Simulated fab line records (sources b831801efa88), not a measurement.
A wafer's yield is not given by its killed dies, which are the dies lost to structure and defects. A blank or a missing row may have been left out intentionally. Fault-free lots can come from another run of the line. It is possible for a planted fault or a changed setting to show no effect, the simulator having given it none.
Problem report, 8D (eight disciplines) form, completed by code | flow sky130 | the parts of the form that need people (team, actions taken, sign-off) are left out

## 1. THE PROBLEM
Mean of biasW at SKY_CONTACT_ETCH_18: 363.7 W across 6 wafers in 2 lots; on wafers with no fault it is 200.0 W (standard deviation 0.63). That is +99 or more standard deviations from the usual mean.
The step: etches Si3N4 in CHF3/O2, stops on TiN, time 39 s, target depth 75 nm.
Earliest sighting: wafer L131.2 on rieDiel-02 at day 37 00:00. At this step, 33 wafers from 11 lots have a number in the record. Rule for "out" (also "out of limits"): further than 4 standard deviations from the usual mean. All remaining wafers that have a number are taken as sound.

## 2. WHAT THIS IS AND IS NOT
question                    | is                     | is not
which readings at this step | biasW                  | drypumpMotorCurrentA, oesProductAu, rfFwdPowerW, throttleValvePct
which lots                  | L131, L134             | L116, L119, L120, L121, L122, L124, L133, L135, L137
which wafers of those lots  | all that have a number | -
read on which tools         | rieDiel-02             | rieDiel-03, rieDiel-04
when                        | from day 37 00:00      | up to then (18 sound wafers); but 9 sound wafers of L133, L135, L137 came after

## 3. THE SUSPECTS, EACH WITH WHAT RULES IT OUT
Counting: any tool at a process step up to the reading is kept as a suspect provided that every lot that is out went through it and no sound lot did after the first of them.
- rieDiel-02 at SKY_CONTACT_ETCH_18 (etches Si3N4 in CHF3/O2, stops on TiN, time 39 s, target depth 75 nm): kept. It processed each lot that is out, first L131 at day 37 00:00, and no sound lot thereafter; up to then, the last sound lot it processed was L124 at day 34 22:00. Its own biasW readings are out on those wafers.
The count leaves rieDiel-02 at SKY_CONTACT_ETCH_18.

## 4. THE CAUSE (what the simulator had put in)
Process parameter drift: rieDiel-02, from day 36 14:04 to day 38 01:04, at SKY_CONTACT_ETCH_18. The setting biasW was moved by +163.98, starting from 200. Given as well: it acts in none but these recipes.
This tool alone remained once counting was done.

## 5. SEQUENCE OF EFFECTS, ordered by route
Each row: a reading where the mean over the struck wafers with a number is more than 3 standard deviations away from the usual. Readings are gone through only where the record gives a usual standard deviation; hours: the median, over the lots, of the time from a lot's start at the first step in this table giving one to that lot's start at this step; sigmas: the change measured in usual standard deviations.
hours | step                 | reading              | usual   | on struck wafers | change | sigmas
0     | SKY_CONTACT_ETCH_18  | biasW                | 200.0 W | 363.7            | +163.7 | +99 or more
1     | SKY_CONTACT_STRIP_19 | stripTimeToEndpointS | 3.61 s  | 3.41             | -0.20  | -4.8
The process steps in it:
- SKY_CONTACT_ETCH_18: etches Si3N4 in CHF3/O2, stops on TiN, time 39 s, target depth 75 nm.
- SKY_CONTACT_STRIP_19: strips in O2/N2.

## 6. WHAT WOULD HAVE CAUGHT IT SOONER
In this record no reading fell out of limits until day 37 00:00, 10 hours after the fault had begun at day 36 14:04.
